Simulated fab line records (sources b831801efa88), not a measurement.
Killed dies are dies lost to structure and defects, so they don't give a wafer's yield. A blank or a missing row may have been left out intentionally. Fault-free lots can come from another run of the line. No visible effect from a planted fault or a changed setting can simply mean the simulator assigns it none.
One fault through the eyes of 2 desks	flow gf180mcu	numbers are kept per desk, each desk with only its own; the story behind them comes last

## METROLOGY DESK
Lot by lot, what the gauges showed, no matter which tool ran the lot: averages of those sampled wafers that carry a number. A lot is out of limits, marked OUT, if its mean lies more than 4 standard deviations from the usual mean; the brackets give that distance.
Columns: A = NSD_RS at GF_PSD_RS_MEAS_14, usual 46.12 ohm/sq; B = SAB_OVL at GF_SAB_OVL_MEAS_10, usual 0.0 nm; C = CONTACT_CVD_00_THK at GF_CONTACT_THK_MEAS_01, usual 298 nm
lot	first seen here	A	B	C
L265	day 15 08:07	46.10	-0.5	296
L266	day 15 13:11	46.10	-1.7	295
L267	day 15 23:10	46.15	-1.3	303
L269	day 16 02:54	46.07	1.4	302
L268	day 16 03:29	46.17	0.4	299
L276	day 18 14:02	46.21	0.9	-
L277	day 19 00:55	46.14	-0.6	-
L279	day 19 17:18	46.17	-0.9	298
L280	day 20 00:13	46.19	0.5	298
L281	day 20 14:40	46.04	0.4	303
L282	day 21 00:02	46.23	1.5	299
L283	day 21 08:17	46.11	-0.2	294
L284	day 21 18:47	46.16	-1.6	298
L286	day 22 03:19	46.08	-0.0	298
Finding of this desk: none of the 14 lots has anything out of limits.

## TOOL OWNER'S DESK, rtp-anneal-02
The tool's own readings at GF_SALICIDE_RTA_08 (time 30 s): means of the sampled wafers that have a number, for each lot that ran on this tool. A lot is out of limits, marked OUT, if its mean lies more than 4 standard deviations from the usual mean; the brackets give that distance.
Columns: A = anneal-temp-c-max at GF_SALICIDE_RTA_08, usual 803.1; B = chamber-o2-ppm at GF_SALICIDE_RTA_08, usual 2.006; C = lamp-power-pct at GF_SALICIDE_RTA_08, usual 17.0 %; D = wafer_temp_C_max at GF_SALICIDE_RTA_08, usual 803.8
lot	first seen here	A	B	C	D
L266	day 16 12:47	803.0	2.021	16.4	803.5
L267	day 16 22:15	802.0	2.024	16.5	804.0
L269	day 17 02:14	803.0	2.013	16.5	804.4
L268	day 17 02:53	801.8	1.991	16.5	804.1
L279	day 20 17:56	802.0	1.997	16.5	804.6
L281	day 21 16:11	802.8	1.989	16.5	804.2
L282	day 22 00:17	802.3	2.009	16.4	803.7
L283	day 22 07:59	802.1	2.025	16.4	803.7
L286	day 23 02:35	802.2	2.013	16.5	803.5
Finding of this desk: none of the 9 lots has anything out of limits.

## TAKEN TOGETHER
Nothing out of limits was seen by the metrology desk.
The tool owner's desk saw nothing out of limits.

## WHAT THE SIMULATOR HAD PUT IN
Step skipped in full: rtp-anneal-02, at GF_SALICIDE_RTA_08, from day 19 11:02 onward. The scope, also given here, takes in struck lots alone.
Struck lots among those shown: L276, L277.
